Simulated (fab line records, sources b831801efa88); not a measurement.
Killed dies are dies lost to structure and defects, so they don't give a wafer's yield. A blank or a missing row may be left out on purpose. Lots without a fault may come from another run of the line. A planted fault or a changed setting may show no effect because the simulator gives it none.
Tool commonality check | flow gf180mcu | 15 lots, 45 wafers sampled

WHY IT WAS OPENED
At GF_PASSIVATION_BOW_MEAS_14 the reading PASSIVATION_BOW is flagged on 3 of 15 lots. Wafers without a fault read 138 um, standard deviation 11.
Rule: a lot is flagged when every wafer of it that has a number lies more than 4 standard deviations from that mean, or none has a number. The other lots count as sound.

lot  | measured     | on            | PASSIVATION_BOW (um), wafer by wafer | flag
L281 | day 28 21:26 | film_metro-03 | 127 140 131                          |
L282 | day 29 11:23 | film_metro-03 | 129 127 124                          |
L283 | day 29 16:02 | film_metro-03 | 133 149 138                          |
L284 | day 29 22:31 | film_metro-01 | 134 130 138                          |
L285 | day 30 06:39 | film_metro-02 | 135 138 133                          |
L286 | day 30 13:16 | film_metro-02 | 122 127 125                          |
L288 | day 31 04:58 | film_metro-03 | 138 148 145                          |
L289 | day 31 09:46 | film_metro-01 | 126 128 133                          |
L290 | day 31 22:34 | film_metro-03 | 139 125 128                          |
L293 | day 32 12:31 | film_metro-03 | 213 217 217                          | FLAGGED
L294 | day 32 21:52 | film_metro-01 | 198 214 213                          | FLAGGED
L295 | day 33 02:49 | film_metro-01 | 207 209 218                          | FLAGGED
L296 | day 33 10:26 | film_metro-03 | 123 129 117                          |
L303 | day 34 23:22 | film_metro-01 | 146 135 150                          |
L304 | day 35 01:34 | film_metro-03 | 151 153 154                          |
The numbers of the flagged lots are 212 um on average: +74 um against the usual, or +7 standard deviations.

WHICH TOOL RAN EACH LOT
The record holds 1 process step before the reading, out of a route of 602 steps. In each cell: the tool, then ch and the chambers that the sampled wafers went through, then the start.
lot  | flag    | GF_PASSIVATION_ANNEAL_13
L281 |         | furnace-01 ch 0, day 28 19:52
L282 |         | furnace-01 ch 0, day 29 09:52
L283 |         | furnace-02 ch 0, day 29 14:31
L284 |         | furnace-02 ch 0, day 29 21:01
L285 |         | furnace-01 ch 0, day 30 05:09
L286 |         | furnace-01 ch 0, day 30 11:46
L288 |         | furnace-02 ch 0, day 31 03:27
L289 |         | furnace-01 ch 0, day 31 08:15
L290 |         | furnace-01 ch 0, day 31 21:04
L293 | FLAGGED | furnace-02, day 32 10:57
L294 | FLAGGED | furnace-01, day 32 20:22
L295 | FLAGGED | furnace-02, day 33 01:19
L296 |         | furnace-01 ch 0, day 33 08:55
L303 |         | furnace-01 ch 0, day 34 21:49
L304 |         | furnace-02 ch 0, day 35 00:04
What these steps do:
- GF_PASSIVATION_ANNEAL_13: time 1800 s.
- GF_PASSIVATION_BOW_MEAS_14

FLAGGED OVER TOTAL, TOOL BY TOOL (the gauges that took the reading come last)
step                       | tool          | lots run | flagged | share of the flagged lots | sound lots run after its first flagged lot
GF_PASSIVATION_ANNEAL_13   | furnace-01    | 9        | 1       | some                      | 2 (L296,L303)
GF_PASSIVATION_ANNEAL_13   | furnace-02    | 6        | 2       | some                      | 1 (L304)
GF_PASSIVATION_BOW_MEAS_14 | film_metro-01 | 5        | 2       | some                      | 1 (L303)
GF_PASSIVATION_BOW_MEAS_14 | film_metro-02 | 2        | 0       | none                      | -
GF_PASSIVATION_BOW_MEAS_14 | film_metro-03 | 8        | 1       | some                      | 2 (L296,L304)

WHAT THE TABLE ALLOWS
No row of the table ran every flagged lot.

WHAT THE SIMULATOR HAD PUT IN
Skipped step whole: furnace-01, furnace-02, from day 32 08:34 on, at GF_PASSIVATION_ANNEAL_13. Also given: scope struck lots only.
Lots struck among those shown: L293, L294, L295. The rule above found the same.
